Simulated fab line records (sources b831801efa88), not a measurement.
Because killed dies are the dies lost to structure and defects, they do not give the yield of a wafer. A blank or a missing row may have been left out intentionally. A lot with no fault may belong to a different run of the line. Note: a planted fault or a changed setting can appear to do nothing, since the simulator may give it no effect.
Problem report, 8D (eight disciplines) form, completed by code    flow sky130    the parts of the form that need people (team, actions taken, sign-off) are left out

1. THE PROBLEM
Mean of cdNm at SKY_VIA2_CD_MEAS_12: 183.1 nm across 3 wafers in 3 lots; on wafers with no fault it is 200.0 nm (standard deviation 1.5). That is -11 standard deviations from the usual mean.
The step: target cd 200 nm.
The first sign was on wafer L973.1 at day 41 13:47, on cdSem-02. The record holds 34 wafers of 12 lots with a number at this step. Rule for "out", or "out of limits": more than 4 standard deviations from the usual mean. All remaining wafers that have a number are taken as sound.

2. WHAT THIS IS AND IS NOT
question                     is                      is not
which readings at this step  cdNm                    -
which lots                   L973, L977, L978        L957, L958, L959, L961, L964, L965, L967, L968, L969
which wafers of those lots   L973.1, L977.1, L978.2  L973.3, L977.3, L978.4, L978.6
read on which gauges         cdSem-02                cdSem-01
when                         from day 41 13:47       up to then (28 sound wafers); but 3 sound wafers of L977, L978 came after

3. WHAT RULES OUT EACH SUSPECT
Counting: a tool at a process step up to the reading stays a suspect if it ran every lot that is out. Sound lots after the first of them don't rule it out here, since some wafers of a struck lot are sound.
- the gauge at SKY_VIA2_CD_MEAS_12: kept. All the wafers that are out were read on cdSem-02, and no step on other tools shows them out.
- krfScanner-01 at SKY_VIA2_EXPOSE_09 (exposes mask VIM2, target cd 200 nm): kept. It ran every lot that is out, first L973 (day 41 01:58); its last sound lot up to then is L969 (day 39 18:31).
Left after counting: krfScanner-01 at SKY_VIA2_EXPOSE_09, cdSem-02 at SKY_VIA2_CD_MEAS_12.

4. THE CAUSE (what the simulator had put in)
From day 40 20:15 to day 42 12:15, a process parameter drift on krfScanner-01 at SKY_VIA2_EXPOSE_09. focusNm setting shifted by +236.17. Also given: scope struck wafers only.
This tool is one of the 2 suspects left after counting.

5. THE CHAIN OF EFFECTS, in route order
Each row: a reading whose mean over the struck wafers that have a number lies more than 3 standard deviations from the usual. Only readings whose record carries a usual standard deviation are examined. hours: median over the lots of the time between each lot's start at the first step of this table that gives one and its start at this step. sigmas: the change, counted in usual standard deviations.
hours  step                 reading  usual     on struck wafers  change  sigmas
0      SKY_VIA2_CD_MEAS_12  cdNm     200.0 nm  183.1             -16.9   -11

6. WHAT WOULD HAVE CAUGHT IT SOONER
In this record the first reading out of limits at a measuring or inspecting step was taken at day 41 13:47, 18 hours after the fault began at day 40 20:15.
An alarm limit of 4 standard deviations would not have fired on the tool readings at SKY_VIA2_EXPOSE_09 for which the record gives a usual standard deviation, since none of them was out on any struck wafer.
Of the lots that are out (3), L977, L978 began SKY_VIA2_EXPOSE_09 on krfScanner-01 after day 41 13:47. A hold on the tool at that time would have spared those 2.
